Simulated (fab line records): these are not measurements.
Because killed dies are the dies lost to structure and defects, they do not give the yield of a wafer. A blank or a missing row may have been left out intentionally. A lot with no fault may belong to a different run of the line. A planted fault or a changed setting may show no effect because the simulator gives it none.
Which tool is to blame? / flow sky130 / 10 lots, 30 wafers sampled, at 6 steps of a route of 708

== WHAT EACH GAUGE READ, for each wafer ==
SKY_METAL2_THK_MEAS_06: measures by xrf.
lot=L466; measured=day 34 14:17; on=film metro-03; METAL2_ALCU_THK (nm)=241 242 244
lot=L467; measured=day 35 00:25; on=film metro-03; METAL2_ALCU_THK (nm)=248 250 248
lot=L470; measured=day 35 13:23; on=film metro-03; METAL2_ALCU_THK (nm)=245 245 249
lot=L471; measured=day 36 00:20; on=film metro-04; METAL2_ALCU_THK (nm)=257 251 255
lot=L473; measured=day 36 12:50; on=film metro-03; METAL2_ALCU_THK (nm)=243 251 244
lot=L478; measured=day 37 21:48; on=film metro-03; METAL2_ALCU_THK (nm)=246 247 250
lot=L482; measured=day 39 02:11; on=film metro-04; METAL2_ALCU_THK (nm)=248 250 250
lot=L483; measured=day 39 07:34; on=film metro-03; METAL2_ALCU_THK (nm)=248 248 247
lot=L486; measured=day 40 07:04; on=film metro-03; METAL2_ALCU_THK (nm)=238 245 242
lot=L488; measured=day 40 21:08; on=film metro-03; METAL2_ALCU_THK (nm)=248 248 251

SKY_CAP2M_RS_MEAS_03: the measuring method here is four-point-probe.
lot=L466; measured=day 40 07:35; on=film metro-03; CAP2M_TIN_RS (ohm/sq)=6.78 6.79 6.76
lot=L467; measured=day 40 15:57; on=film metro-04; CAP2M_TIN_RS (ohm/sq)=6.99 6.86 7.02
lot=L470; measured=day 41 05:17; on=film metro-03; CAP2M_TIN_RS (ohm/sq)=6.94 6.87 7.05
lot=L471; measured=day 41 13:32; on=film metro-04; CAP2M_TIN_RS (ohm/sq)=7.01 7.02 7.16
lot=L473; measured=day 42 02:16; on=film metro-01; CAP2M_TIN_RS (ohm/sq)=6.92 6.87 6.93
lot=L478; measured=day 43 09:25; on=film metro-01; CAP2M_TIN_RS (ohm/sq)=7.61 6.91 6.82
lot=L482; measured=day 44 10:52; on=film metro-03; CAP2M_TIN_RS (ohm/sq)=6.79 6.94 6.81
lot=L483; measured=day 44 15:26; on=film metro-01; CAP2M_TIN_RS (ohm/sq)=6.92 6.95 6.93
lot=L486; measured=day 45 10:53; on=film metro-03; CAP2M_TIN_RS (ohm/sq)=7.03 6.97 7.06
lot=L488; measured=day 45 23:43; on=film metro-01; CAP2M_TIN_RS (ohm/sq)=6.84 6.89 6.84

SKY_CAP2M_THK_MEAS_04: measures by xrf.
lot=L466; measured=day 40 07:43; on=film metro-03; CAP2M_TIN_THK (nm)=200.8 199.8 201.1
lot=L467; measured=day 40 16:04; on=film metro-04; CAP2M_TIN_THK (nm)=197.4 202.2 197.7
lot=L470; measured=day 41 05:24; on=film metro-03; CAP2M_TIN_THK (nm)=195.3 198.6 193.4
lot=L471; measured=day 41 13:39; on=film metro-04; CAP2M_TIN_THK (nm)=196.8 196.3 192.9
lot=L473; measured=day 42 02:22; on=film metro-01; CAP2M_TIN_THK (nm)=200.8 201.9 201.5
lot=L478; measured=day 43 09:32; on=film metro-01; CAP2M_TIN_THK (nm)=181.4 200.7 203.4
lot=L482; measured=day 44 10:59; on=film metro-03; CAP2M_TIN_THK (nm)=201.9 197.1 201.4
lot=L483; measured=day 44 15:33; on=film metro-01; CAP2M_TIN_THK (nm)=200.5 200.5 199.9
lot=L486; measured=day 45 11:00; on=film metro-03; CAP2M_TIN_THK (nm)=195.0 196.3 194.4
lot=L488; measured=day 45 23:50; on=film metro-01; CAP2M_TIN_THK (nm)=200.7 199.2 201.2

== WHAT TOOL EACH LOT RAN ON (gives the tool, then ch and the chambers of the sampled wafers, and finally the start) ==
lot=L466; SKY_METAL2_SPUTTER_02=pvd sputter-04, day 34 14:04; SKY_VIA2_SPUTTER_20=pvd sputter-02, day 36 21:08; SKY_CAP2M_SPUTTER_02=pvd sputter-03, day 40 07:29
lot=L467; SKY_METAL2_SPUTTER_02=pvd sputter-01, day 35 00:12; SKY_VIA2_SPUTTER_20=pvd sputter-04, day 37 06:06; SKY_CAP2M_SPUTTER_02=pvd sputter-01, day 40 15:49
lot=L470; SKY_METAL2_SPUTTER_02=pvd sputter-01, day 35 13:10; SKY_VIA2_SPUTTER_20=pvd sputter-02, day 37 20:14; SKY_CAP2M_SPUTTER_02=pvd sputter-02, day 41 05:10
lot=L471; SKY_METAL2_SPUTTER_02=pvd sputter-04, day 36 00:07; SKY_VIA2_SPUTTER_20=pvd sputter-02, day 38 05:42; SKY_CAP2M_SPUTTER_02=pvd sputter-02, day 41 13:25
lot=L473; SKY_METAL2_SPUTTER_02=pvd sputter-03, day 36 12:36; SKY_VIA2_SPUTTER_20=pvd sputter-02, day 38 18:33; SKY_CAP2M_SPUTTER_02=pvd sputter-03, day 42 02:08
lot=L478; SKY_METAL2_SPUTTER_02=pvd sputter-01, day 37 21:35; SKY_VIA2_SPUTTER_20=pvd sputter-01, day 40 03:11; SKY_CAP2M_SPUTTER_02=pvd sputter-03, day 43 09:18
lot=L482; SKY_METAL2_SPUTTER_02=pvd sputter-04, day 39 01:59; SKY_VIA2_SPUTTER_20=pvd sputter-01, day 41 06:35; SKY_CAP2M_SPUTTER_02=pvd sputter-02, day 44 10:46
lot=L483; SKY_METAL2_SPUTTER_02=pvd sputter-01, day 39 07:20; SKY_VIA2_SPUTTER_20=pvd sputter-02, day 41 12:49; SKY_CAP2M_SPUTTER_02=pvd sputter-01, day 44 15:19
lot=L486; SKY_METAL2_SPUTTER_02=pvd sputter-04, day 40 06:51; SKY_VIA2_SPUTTER_20=pvd sputter-02, day 42 09:10; SKY_CAP2M_SPUTTER_02=pvd sputter-01, day 45 10:46
lot=L488; SKY_METAL2_SPUTTER_02=pvd sputter-01, day 40 20:55; SKY_VIA2_SPUTTER_20=pvd sputter-02, day 42 23:52; SKY_CAP2M_SPUTTER_02=pvd sputter-02, day 45 23:36
- SKY_METAL2_SPUTTER_02: material AlCu, target thk 250 nm, time 13.3 s.
- SKY_VIA2_SPUTTER_20: material TiN, target thk 20 nm, time 80 s.
- SKY_CAP2M_SPUTTER_02: material TiN, target thk 200 nm, time 166.7 s.

== WHAT THE TOOLS THEMSELVES READ (means of the sampled wafers that have a number; where no wafer has one, the mark that the record gives instead) ==
SKY_METAL2_SPUTTER_02.
lot=L466; tool=pvd sputter-04; throttle valve pct (%)=30.5
lot=L467; tool=pvd sputter-01; throttle valve pct (%)=29.8
lot=L470; tool=pvd sputter-01; throttle valve pct (%)=28.5
lot=L471; tool=pvd sputter-04; throttle valve pct (%)=30.4
lot=L473; tool=pvd sputter-03; throttle valve pct (%)=29.6
lot=L478; tool=pvd sputter-01; throttle valve pct (%)=30.0
lot=L482; tool=pvd sputter-04; throttle valve pct (%)=29.8
lot=L483; tool=pvd sputter-01; throttle valve pct (%)=28.9
lot=L486; tool=pvd sputter-04; throttle valve pct (%)=29.6
lot=L488; tool=pvd sputter-01; throttle valve pct (%)=29.3

SKY_VIA2_SPUTTER_20.
lot=L466; tool=pvd sputter-02; throttle valve pct (%)=30.1
lot=L467; tool=pvd sputter-04; throttle valve pct (%)=30.2
lot=L470; tool=pvd sputter-02; throttle valve pct (%)=30.4
lot=L471; tool=pvd sputter-02; throttle valve pct (%)=29.5
lot=L473; tool=pvd sputter-02; throttle valve pct (%)=29.6
lot=L478; tool=pvd sputter-01; throttle valve pct (%)=28.4
lot=L482; tool=pvd sputter-01; throttle valve pct (%)=29.9
lot=L483; tool=pvd sputter-02; throttle valve pct (%)=30.7
lot=L486; tool=pvd sputter-02; throttle valve pct (%)=30.8
lot=L488; tool=pvd sputter-02; throttle valve pct (%)=30.0

SKY_CAP2M_SPUTTER_02.
lot=L466; tool=pvd sputter-03; substrate temp c (C)=299.66; throttle valve pct (%)=29.5
lot=L467; tool=pvd sputter-01; substrate temp c (C)=299.80; throttle valve pct (%)=29.0
lot=L470; tool=pvd sputter-02; substrate temp c (C)=299.80; throttle valve pct (%)=30.1
lot=L471; tool=pvd sputter-02; substrate temp c (C)=300.04; throttle valve pct (%)=30.2
lot=L473; tool=pvd sputter-03; substrate temp c (C)=300.13; throttle valve pct (%)=29.5
lot=L478; tool=pvd sputter-03; substrate temp c (C)=299.84; throttle valve pct (%)=29.4
lot=L482; tool=pvd sputter-02; substrate temp c (C)=300.00; throttle valve pct (%)=30.9
lot=L483; tool=pvd sputter-01; substrate temp c (C)=300.17; throttle valve pct (%)=30.9
lot=L486; tool=pvd sputter-01; substrate temp c (C)=299.91; throttle valve pct (%)=29.8
lot=L488; tool=pvd sputter-02; substrate temp c (C)=300.16; throttle valve pct (%)=30.2

== THE ANSWER, worked out from the rows above alone ==
Rule: the lots themselves supply what counts as usual. The widest of any qualifying gaps counts: lots, ordered by their means at a reading, are off when they make up no more than a third of the lots, leave a main group of 4 or more, and stand apart from it by 3 or more times the standard deviation of that group's means. Not used: any main group whose means are identical at the precision the tables above print for the reading. A lot without any number at a reading at which 4 lots or more have one is off too. All remaining lots with rows at the step are treated as sound. After the gauges, taken in route order, come the tools' own readings; for these a lot's mean is taken, as printed above. At the first step where some lot is off, the reading lying furthest off is the one used; lots without a number count as furthest.
Across all readings shown, no lot is off: no conclusion can be drawn from this.

== WHAT THE SIMULATOR HAD INSERTED ==
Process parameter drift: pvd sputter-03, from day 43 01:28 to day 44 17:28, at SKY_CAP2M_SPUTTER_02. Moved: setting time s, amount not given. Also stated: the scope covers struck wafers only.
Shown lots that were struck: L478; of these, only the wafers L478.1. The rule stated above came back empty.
